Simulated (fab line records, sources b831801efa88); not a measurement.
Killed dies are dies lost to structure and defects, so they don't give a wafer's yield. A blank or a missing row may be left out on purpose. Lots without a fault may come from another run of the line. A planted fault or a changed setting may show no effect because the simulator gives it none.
Which tool did it? | flow gf180mcu | 11 lots, 33 wafers sampled, at 3 steps of a route of 602

WHAT THE GAUGES READ, wafer by wafer
GF_M3_RS_MEAS_05: measures by four-point-probe. Usual: M3_ALCU_RS 0.0698 ohm/sq, standard deviation 0.00071.
lot  | measured     | on            | M3_ALCU_RS (ohm/sq)  | flag
L833 | day 20 21:23 | film_metro-03 | 0.0687 0.0690 0.0698 |
L838 | day 22 16:47 | film_metro-03 | 0.0692 0.0695 0.0694 |
L840 | day 23 11:02 | film_metro-01 | 0.0698 0.0697 0.0696 |
L842 | day 23 23:23 | film_metro-01 | 0.0710 0.0710 0.0711 |
L845 | day 24 20:58 | film_metro-01 | 0.0683 0.0698 0.0695 |
L847 | day 25 22:09 | film_metro-03 | 0.0699 0.0695 0.0696 |
L850 | day 26 11:37 | film_metro-04 | 0.0704 0.0704 0.0705 |
L851 | day 26 20:20 | film_metro-04 | 0.0715 0.0711 0.0707 |
L852 | day 27 04:55 | film_metro-03 | 0.0704 0.0696 0.0692 |
L853 | day 27 11:18 | film_metro-03 | 0.0708 0.0700 0.0704 |
L854 | day 27 13:54 | film_metro-04 | 0.0697 0.0692 0.0700 |

WHICH TOOL RAN EACH LOT (tool, then ch and the chambers of the sampled wafers, then the start)
lot  | GF_V2_CVD_23                  | GF_M3_SPUTTER_04
L833 | cvd_w-01 ch 0,1, day 20 20:34 | pvd_sputter-03, day 20 21:19
L838 | cvd_w-02 ch 0,1, day 22 15:58 | pvd_sputter-01, day 22 16:44
L840 | cvd_w-02 ch 1, day 23 10:13   | pvd_sputter-04, day 23 11:00
L842 | cvd_w-02 ch 0,1, day 23 22:35 | pvd_sputter-04, day 23 23:21
L845 | cvd_w-01 ch 0,1, day 24 20:10 | pvd_sputter-03, day 24 20:56
L847 | cvd_w-02 ch 1, day 25 17:36   | pvd_sputter-04, day 25 22:05
L850 | cvd_w-01 ch 0, day 26 10:48   | pvd_sputter-03, day 26 11:34
L851 | cvd_w-02 ch 0,1, day 26 19:30 | pvd_sputter-04, day 26 20:16
L852 | cvd_w-02 ch 0,1, day 27 04:06 | pvd_sputter-01, day 27 04:52
L853 | cvd_w-01 ch 0,1, day 27 10:29 | pvd_sputter-04, day 27 11:16
L854 | cvd_w-01 ch 0,1, day 27 13:04 | pvd_sputter-04, day 27 13:50
- GF_V2_CVD_23: deposits W, target thk 350 nm, time 104.94 s.
- GF_M3_SPUTTER_04: material TiN, target thk 50 nm, time 41.7 s.

WHAT THE TOOLS THEMSELVES READ (means of the sampled wafers that have a number; where no wafer has one, the mark that the record gives instead)
GF_V2_CVD_23. Usual: chamber_pressure_Torr 40.01 Torr, standard deviation 0.1; heater_power_w 827 W, standard deviation 19.
lot  | tool     | chamber_pressure_Torr (Torr) | heater_power_w (W) | flag
L833 | cvd_w-01 | 39.93                        | 825                |
L838 | cvd_w-02 | 40.10                        | 832                |
L840 | cvd_w-02 | 40.07                        | 813                |
L842 | cvd_w-02 | 39.98                        | 817                |
L845 | cvd_w-01 | 39.89                        | 836                |
L847 | cvd_w-02 | 40.04                        | 820                |
L850 | cvd_w-01 | 40.04                        | 804                |
L851 | cvd_w-02 | 40.15                        | 813                |
L852 | cvd_w-02 | 39.94                        | 826                |
L853 | cvd_w-01 | 40.09                        | 843                |
L854 | cvd_w-01 | 39.91                        | 827                |

GF_M3_SPUTTER_04. Usual: throttle_valve_pct 30.2 %, standard deviation 1.
lot  | tool           | throttle_valve_pct (%) | flag
L833 | pvd_sputter-03 | 30.7                   |
L838 | pvd_sputter-01 | 30.0                   |
L840 | pvd_sputter-04 | 30.4                   |
L842 | pvd_sputter-04 | 31.1                   |
L845 | pvd_sputter-03 | 30.0                   |
L847 | pvd_sputter-04 | 30.9                   |
L850 | pvd_sputter-03 | 29.9                   |
L851 | pvd_sputter-04 | 30.7                   |
L852 | pvd_sputter-01 | 29.7                   |
L853 | pvd_sputter-04 | 30.4                   |
L854 | pvd_sputter-04 | 30.9                   |

THE ANSWER, worked out from the rows above alone
Rule: a lot is off if the mean of its wafers that have a number lies more than 3 standard deviations from the usual mean. A lot without any number at a reading at which 4 lots or more have one is off too. The other lots that the step has rows for count as sound. The gauges are gone through in route order, then the tools' own readings, and for those a lot's mean is taken as printed above. The first step at which some lot is off is used, and at that step the reading that is off furthest; a lot without a number counts as furthest.
No lot is off at any reading shown: from this, nothing can be told.

WHAT THE SIMULATOR HAD PUT IN
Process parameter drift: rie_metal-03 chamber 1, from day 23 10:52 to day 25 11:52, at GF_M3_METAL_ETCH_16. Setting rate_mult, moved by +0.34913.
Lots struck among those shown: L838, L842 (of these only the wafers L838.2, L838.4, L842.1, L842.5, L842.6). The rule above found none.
